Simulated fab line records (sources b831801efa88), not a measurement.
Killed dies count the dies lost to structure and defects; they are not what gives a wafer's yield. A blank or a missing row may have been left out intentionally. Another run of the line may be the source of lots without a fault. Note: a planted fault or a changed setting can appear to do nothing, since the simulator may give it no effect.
fab line records    flow gf180mcu
record lots=5  wafers=23
route steps=602 shown TOP_METAL@580 PASSIVATION@587
start_h: hours from the record's first day to the start of the lot's first wafer shown    wait_h: how many hours have passed since the lot's step before this one    " the same as in the row above    L1.1+2: a single row standing in for several wafers    - no value present, or no start provided    * or withheld: withheld    < > ~ a bound
route shown NAME@n: names a module that has steps shown in the file, with the first one's number in the route    usual: mean/standard deviation of fault-free wafers    same: alike in all rows    chamber/n: place in a boat    sites: each site's reading    _std_site: their standard deviation    _edge_site: mean of outer sites minus mean of inner sites    radius_mm: for every site, how far away it sits from the centre of the wafer    mask NAME#n: copy n    behind: tool/chamber where the wafer was last shaped    hold: cause of the lot's hold/its duration in hours/its outcome    device: whichever transistor did not switch (one of n, p or np)    end of line: tests of these same wafers at the route's end    a step without rows: its recipe alone    killed: dies lost to structure and defects at the first sort, not the wafer's yield    map: shows each die of a wafer: x if killed, . if not, _ if none is there
set.NAME: the run value of the setting; set.NAME@STEP: its run value at that earlier step    model.NAME: the simulator's own value behind a step, which no gauge read
one table per step and one row per wafer, for lots whose settings were changed on purpose
## steps
# step GF_TOP_METAL_DEVELOP_13
# recipe develop_time_s=60  dev_temp_c=23
lot.wafer   tool            chamber  start_h  wait_h  set.develop_time_s
L074.2+3    litho_track-03  0        650.31   0.1     60
L074.4+5+6  "               0        "        "       57.17
L076.1+3+6  litho_track-01  0        660.14   0.1     60
L077.1+2    litho_track-04  0        675.45   0.1     60
L077.4+5+6  "               0        "        "       52.78
L079.2+4    litho_track-03  0        686.46   0.1     60
L079.3+5+6  "               0        "        "       64.19
L083.1+2+5  litho_track-04  0        714.80   0.1     51.5
L083.3+4    "               0        "        "       60
# step GF_TOP_METAL_CD_MEAS_14
# recipe target_cd_nm=440
# usual cd_nm=440.5/1.9
lot.wafer  tool       chamber  start_h  wait_h  set.develop_time_s@TOP_METAL_DEVELOP_13  cd_nm
L074.2     cd_sem-01  -        650.46   0.1     60                                       441.6
L074.3     "          -        "        "       60                                       440.3
L074.4     "          -        "        "       57.17                                    445.5
L074.5     "          -        "        "       57.17                                    444.6
L074.6     "          -        "        "       57.17                                    444.5
L076.1     cd_sem-02  -        660.29   0.1     60                                       438.3
L076.3     "          -        "        "       60                                       438.5
L076.6     "          -        "        "       60                                       438.6
L077.1     cd_sem-01  -        675.60   0.1     60                                       443.3
L077.2     "          -        "        "       60                                       442.2
L077.4     "          -        "        "       52.78                                    457.0
L077.5     "          -        "        "       52.78                                    456.3
L077.6     "          -        "        "       52.78                                    456.9
L079.2     cd_sem-02  -        686.64   0.2     60                                       437.0
L079.3     "          -        "        "       64.19                                    430.9
L079.4     "          -        "        "       60                                       437.6
L079.5     "          -        "        "       64.19                                    433.6
L079.6     "          -        "        "       64.19                                    433.7
L083.1     cd_sem-02  -        714.95   0.1     51.5                                     456.5
L083.2     "          -        "        "       51.5                                     453.8
L083.3     "          -        "        "       60                                       439.8
L083.4     "          -        "        "       60                                       438.8
L083.5     "          -        "        "       51.5                                     456.3
# step GF_TOP_METAL_METAL_ETCH_16
# recipe chemistry=Cl2/BCl3  mask_material=NOVOLAK  target_depth_nm=1077.5  stop_on=SiO2  pressure_mtorr=8  icp_w=800  bias_w=140  Cl2_flow_sccm=80  bcl3_flow_sccm=40  time_s=179.6
# usual oes_product_au=0.964/0.0063
lot.wafer  tool          chamber  start_h  wait_h  set.time_s@TOP_METAL_SPUTTER_02  oes_product_au
L074.2     rie_metal-04  1        650.60   0.0     43.04                            0.910
L074.3     "             0        "        "       43.04                            0.910
L074.4     "             1        "        "       43.04                            0.911
L074.5     "             0        "        "       47.82                            0.969
L074.6     "             1        "        "       47.82                            0.965
L076.1     rie_metal-01  0        660.44   0.0     47.82                            0.972
L076.3     "             0        "        "       47.82                            0.969
L076.6     "             0        "        "       47.82                            0.977
L077.1     rie_metal-03  1        675.76   0.0     42.09                            0.904
L077.2     "             0        "        "       47.82                            0.956
L077.4     "             0        "        "       47.82                            0.962
L077.5     "             1        "        "       47.82                            0.958
L077.6     "             0        "        "       42.09                            0.901
L079.2     rie_metal-03  1        686.78   0.0     47.82                            0.959
L079.3     "             0        "        "       47.82                            0.955
L079.4     "             1        "        "       47.82                            0.967
L079.5     "             1        "        "       54.46                            0.989
L079.6     "             0        "        "       54.46                            0.989
L083.1     rie_metal-04  1        715.11   0.0     41.44                            0.907
L083.2     "             1        "        "       47.82                            0.960
L083.3     "             1        "        "       47.82                            0.967
L083.4     "             1        "        "       47.82                            0.975
L083.5     "             1        "        "       41.44                            0.905
# step GF_PASSIVATION_CVD_00
# recipe material=SiO2  target_thk_nm=1000  precursor=TEOS  temp_c=400  time_s=111.95  rf_w=600
lot.wafer  tool      chamber  start_h  wait_h  set.time_s  model.SiO2_of_PASSIVATION_CVD_00.thk_nm
L074.2     pecvd-02  1        651.30   0.0     111.95      1001
L074.3     "         2        "        "       111.95      987.3
L074.4     "         1        "        "       111.95      1018
L074.5     "         2        "        "       111.95      1002
L074.6     "         0        "        "       111.95      1011
L076.1     pecvd-04  0        661.48   0.0     111.95      987.9
L076.3     "         1        "        "       111.95      984.2
L076.6     "         1        "        "       111.95      1009
L077.1     pecvd-02  1        676.47   0.0     111.95      978.8
L077.2     "         0        "        "       111.95      982.7
L077.4     "         1        "        "       111.95      985.9
L077.5     "         0        "        "       111.95      1004
L077.6     "         2        "        "       111.95      993.2
L079.2     pecvd-02  0        687.49   0.0     111.95      988.8
L079.3     "         1        "        "       104.5       915.3
L079.4     "         0        "        "       111.95      995.2
L079.5     "         1        "        "       111.95      986
L079.6     "         2        "        "       104.5       935.3
L083.1     pecvd-03  0        715.99   0.0     104         935.5
L083.2     "         1        "        "       111.95      986
L083.3     "         2        "        "       104         926.9
L083.4     "         1        "        "       104         937
L083.5     "         2        "        "       111.95      1008
# step GF_PASSIVATION_THK_MEAS_01
# recipe reads=SiO2_of_PASSIVATION_CVD_00
# usual PASSIVATION_CVD_00_THK=998/10
lot.wafer  tool           chamber  start_h  wait_h  set.time_s@PASSIVATION_CVD_00  PASSIVATION_CVD_00_THK[nm]
L074.2     film_metro-04  -        651.39   0.0     111.95                         1000
L074.3     "              -        "        "       111.95                         987
L074.4     "              -        "        "       111.95                         1018
L074.5     "              -        "        "       111.95                         1002
L074.6     "              -        "        "       111.95                         1012
L076.1     film_metro-03  -        661.56   0.0     111.95                         988
L076.3     "              -        "        "       111.95                         985
L076.6     "              -        "        "       111.95                         1009
L077.1     film_metro-02  -        676.55   0.0     111.95                         979
L077.2     "              -        "        "       111.95                         983
L077.4     "              -        "        "       111.95                         985
L077.5     "              -        "        "       111.95                         1003
L077.6     "              -        "        "       111.95                         993
L079.2     film_metro-02  -        687.58   0.0     111.95                         989
L079.3     "              -        "        "       104.5                          916
L079.4     "              -        "        "       111.95                         996
L079.5     "              -        "        "       111.95                         986
L079.6     "              -        "        "       104.5                          935
L083.1     film_metro-04  -        716.07   0.0     104                            936
L083.2     "              -        "        "       111.95                         986
L083.3     "              -        "        "       104                            927
L083.4     "              -        "        "       104                            937
L083.5     "              -        "        "       111.95                         1008
## key
split step=GF_TOP_METAL_DEVELOP_13  setting=develop_time_s  stated=60  by=wafer
response step=GF_TOP_METAL_CD_MEAS_14  reading=cd_nm  change=-1.08  per=1%  r=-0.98
split step=GF_PASSIVATION_CVD_00  setting=time_s  stated=111.95  by=wafer
response step=GF_PASSIVATION_CVD_00  reading=model.SiO2_of_PASSIVATION_CVD_00.thk_nm  change=+9.35  per=1%  r=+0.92
response step=GF_PASSIVATION_THK_MEAS_01  reading=PASSIVATION_CVD_00_THK  change=+9.34  per=1%  r=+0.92
split outside_this_file step=GF_TOP_METAL_SPUTTER_02 setting=time_s
# split outside_this_file: this setting was split too, and the file shows its column; the key of that split is in another file
